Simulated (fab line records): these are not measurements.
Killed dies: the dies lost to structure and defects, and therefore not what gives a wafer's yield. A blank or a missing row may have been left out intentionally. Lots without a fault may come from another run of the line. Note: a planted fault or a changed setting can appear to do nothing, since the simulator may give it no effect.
Matching of chambers || flow gf180mcu || GF_V1_CMP_04 on cmp-02 has 4 sister chambers
The step polishes SiO2. 4 wafers are shown with their chamber, then 8 later ones without.

## WAFERS, EACH WITH ITS CHAMBER
{"wafer": "L658.1", "chamber": 3, "motor_current_A (A)": 11.4}
{"wafer": "L658.3", "chamber": 1, "motor_current_A (A)": 14.0}
{"wafer": "L658.6", "chamber": 2, "motor_current_A (A)": 12.0}
{"wafer": "L663.2", "chamber": 0, "motor_current_A (A)": 11.9}

## WAFERS WHOSE CHAMBER IS MISSING
{"wafer": "L663.4", "motor_current_A (A)": 11.7}
{"wafer": "L663.6", "motor_current_A (A)": 11.9}
{"wafer": "L664.2", "motor_current_A (A)": 12.4}
{"wafer": "L664.5", "motor_current_A (A)": 11.5}
{"wafer": "L664.6", "motor_current_A (A)": 14.3}
{"wafer": "L665.1", "motor_current_A (A)": 13.7}
{"wafer": "L665.4", "motor_current_A (A)": 11.8}
{"wafer": "L665.6", "motor_current_A (A)": 14.1}

## THE CHAMBER EACH PASSED THROUGH
{"wafer": "L663.4", "from the rows above": "can't be placed: 0 or 3 or 2", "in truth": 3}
{"wafer": "L663.6", "from the rows above": "can't be placed: 0 or 2", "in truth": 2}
{"wafer": "L664.2", "from the rows above": "can't be placed: 2 or 0", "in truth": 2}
{"wafer": "L664.5", "from the rows above": "can't be placed: 3 or 0 or 2", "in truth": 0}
{"wafer": "L664.6", "from the rows above": 1, "in truth": 1}
{"wafer": "L665.1", "from the rows above": 1, "in truth": 1}
{"wafer": "L665.4", "from the rows above": "can't be placed: 0 or 2 or 3", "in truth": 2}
{"wafer": "L665.6", "from the rows above": 1, "in truth": 1}
Placed correctly: 3 of 8. These rows do not allow placing 5 (true chamber among the candidates in 5). 0 placed wrongly.
How it was worked out, from the rows above alone: a wafer's distance from a chamber is the root of the sum, over the readings, of the square of ((its reading less the chamber's mean) divided by the reading's scatter). If the next closest chamber is less than 2 further off than the closest, the wafer can't be placed; otherwise it belongs to the closest. The mean given for a chamber averages the wafers shown for that chamber. The scatter: root of mean squared gap, hidden wafer to nearest shown wafer, with one shown wafer a chamber.
